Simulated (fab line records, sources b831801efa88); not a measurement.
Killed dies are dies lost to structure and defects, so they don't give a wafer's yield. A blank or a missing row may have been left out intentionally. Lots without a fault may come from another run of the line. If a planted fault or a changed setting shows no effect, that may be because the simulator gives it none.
Chamber matching || flow gf180mcu || GF_V5_CMP_26 on cmp-02: 4 sister chambers
The step polishes, stops on SiO2, t overpolish 15 s, target thk 0 nm. 4 wafers are shown with their chamber, then 9 later ones without.

== WAFERS WITH THEIR CHAMBER ==
{"wafer": "L656.6", "chamber": 0, "motor-current-A (A)": 10.5}
{"wafer": "L659.2", "chamber": 1, "motor-current-A (A)": 13.8}
{"wafer": "L659.5", "chamber": 3, "motor-current-A (A)": 9.9}
{"wafer": "L659.6", "chamber": 2, "motor-current-A (A)": 10.4}

== WAFERS WITHOUT THEIR CHAMBER ==
{"wafer": "L666.2", "motor-current-A (A)": 9.9}
{"wafer": "L666.3", "motor-current-A (A)": 14.1}
{"wafer": "L666.6", "motor-current-A (A)": 14.0}
{"wafer": "L667.2", "motor-current-A (A)": 13.2}
{"wafer": "L667.4", "motor-current-A (A)": 10.0}
{"wafer": "L667.5", "motor-current-A (A)": 9.9}
{"wafer": "L668.1", "motor-current-A (A)": 13.2}
{"wafer": "L668.4", "motor-current-A (A)": 9.7}
{"wafer": "L668.5", "motor-current-A (A)": 10.5}

== CHAMBER TAKEN BY EACH ==
{"wafer": "L666.2", "from the rows above": "can't be placed: 3 or 2 or 0", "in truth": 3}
{"wafer": "L666.3", "from the rows above": 1, "in truth": 1}
{"wafer": "L666.6", "from the rows above": 1, "in truth": 1}
{"wafer": "L667.2", "from the rows above": 1, "in truth": 1}
{"wafer": "L667.4", "from the rows above": "can't be placed: 3 or 2 or 0", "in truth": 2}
{"wafer": "L667.5", "from the rows above": "can't be placed: 3 or 2 or 0", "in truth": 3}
{"wafer": "L668.1", "from the rows above": 1, "in truth": 1}
{"wafer": "L668.4", "from the rows above": "can't be placed: 3 or 2 or 0", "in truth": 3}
{"wafer": "L668.5", "from the rows above": "can't be placed: 0 or 2 or 3", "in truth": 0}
Placed correctly: 4 of 9. Unplaceable from these rows: 5, with the true chamber sitting among the candidates in 5. Number placed wrongly: 0.
How it was worked out, from the rows above alone: a wafer's distance from a chamber is the root of the sum, over the readings, of the square of ((its reading less the chamber's mean) divided by the reading's scatter). The wafer belongs to the nearest chamber; if the next one is less than 2 further off, it can't be placed. For every chamber, the mean is computed from those of its wafers that are shown. The scatter: root of mean squared gap, hidden wafer to nearest shown wafer, with one shown wafer a chamber.
